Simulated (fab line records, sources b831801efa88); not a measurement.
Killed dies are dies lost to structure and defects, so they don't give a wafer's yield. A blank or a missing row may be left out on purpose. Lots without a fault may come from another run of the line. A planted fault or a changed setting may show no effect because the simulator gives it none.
Problem report in the 8D (eight disciplines) form, filled by code | flow gf180mcu | the parts of the form that need people (team, actions taken, sign-off) are left out

1. THE PROBLEM
STI_OXIDATION_02_THK at GF_STI_THK_MEAS_30 reads a mean of 11.76 nm on 6 wafers of 2 lots; wafers without a fault read 9.97 nm with a standard deviation of 0.17. That is +11 standard deviations from the usual mean.
First seen on wafer L756.1, day 6 03:38, on film_metro-03. The record holds 36 wafers of 12 lots with a number at this step. Rule for "out", or "out of limits": more than 4 standard deviations from the usual mean. The other wafers with a number count as sound.

2. WHAT IT IS AND WHAT IT IS NOT
question                    | is                           | is not
which readings at this step | STI_OXIDATION_02_THK         | -
which lots                  | L756, L757                   | L738, L739, L740, L741, L742, L744, L745, L746, L747, L758
which wafers of those lots  | all that have a number       | -
read on which gauges        | film_metro-02, film_metro-03 | film_metro-01
when                        | from day 6 03:38             | up to then (27 sound wafers); but 3 sound wafers of L758 came after

3. SUSPECTS, AND WHAT RULES EACH OUT
Counting: a tool at a process step up to the reading stays a suspect if it ran every lot that is out and no sound lot after the first of them.
- the gauge at GF_STI_THK_MEAS_30: ruled out. The wafers that are out were read on 2 gauges (film_metro-02, film_metro-03).
- furnace-01 at GF_STI_OXIDATION_29 (stabilise 600 s, purge 300 s, target thk 10 nm): kept. It ran every lot that is out, first L756 (day 6 02:15), and no sound lot after that; its last sound lot up to then is L744 (day 3 11:43). Its own readings are out on those wafers: spike_tc_bottom_C, spike_tc_centre_C, spike_tc_lower_C, spike_tc_top_C, spike_tc_upper_C, tube_center_temp_C, tube_center_temp_C_max.
Left after counting: furnace-01 at GF_STI_OXIDATION_29.

4. THE CAUSE (what the simulator had put in)
Process parameter drift: furnace-01, from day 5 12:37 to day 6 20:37, at GF_STI_OXIDATION_29. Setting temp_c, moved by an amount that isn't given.
Counting left only this tool.

5. THE CHAIN OF EFFECTS, in route order
Each row: a reading whose mean over the struck wafers that have a number lies more than 3 standard deviations from the usual. Only readings for which the record gives a usual standard deviation are gone through. hours: the time from each lot's start at the first step in this table that gives one to its start at this step, as a median over the lots. sigmas: the change in usual standard deviations.
hours | step                | reading                | usual   | on struck wafers | change | sigmas
0     | GF_STI_OXIDATION_29 | spike_tc_bottom_C      | 918.8 C | 932.0            | +13.2  | +6.0
0     | GF_STI_OXIDATION_29 | spike_tc_centre_C      | 899.3 C | 914.2            | +14.9  | +14
0     | GF_STI_OXIDATION_29 | spike_tc_lower_C       | 900.6 C | 915.8            | +15.2  | +17
0     | GF_STI_OXIDATION_29 | spike_tc_top_C         | 909.1 C | 922.2            | +13.1  | +6.6
0     | GF_STI_OXIDATION_29 | spike_tc_upper_C       | 898.3 C | 913.5            | +15.2  | +14
0     | GF_STI_OXIDATION_29 | tube_center_temp_C     | 900 C   | 915              | +15    | +99 or more
0     | GF_STI_OXIDATION_29 | tube_center_temp_C_max | 902.3   | 917.4            | +15.1  | +41
1     | GF_STI_THK_MEAS_30  | STI_OXIDATION_02_THK   | 9.97 nm | 11.76            | +1.79  | +11
The process steps in it:
- GF_STI_OXIDATION_29: stabilise 600 s, purge 300 s, target thk 10 nm.
Later measuring or inspecting steps at which every struck wafer that the step has a row for has a number for every such reading, and none has moved that far: GF_HV_LDD_OVL_MEAS_20.

6. WHAT WOULD HAVE CAUGHT IT SOONER
In this record the first reading out of limits at a measuring or inspecting step was taken at day 6 03:38, 15 hours after the fault began at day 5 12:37.
The tool's own readings at GF_STI_OXIDATION_29 were out on every struck wafer that the step has a row for (spike_tc_bottom_C, spike_tc_centre_C, spike_tc_lower_C, spike_tc_top_C, spike_tc_upper_C, tube_center_temp_C, tube_center_temp_C_max): an alarm limit on them would have fired on the first of those.
Of the lots that are out (2), L757 began GF_STI_OXIDATION_29 on furnace-01 after day 6 03:38. A hold on the tool at that time would have spared it.
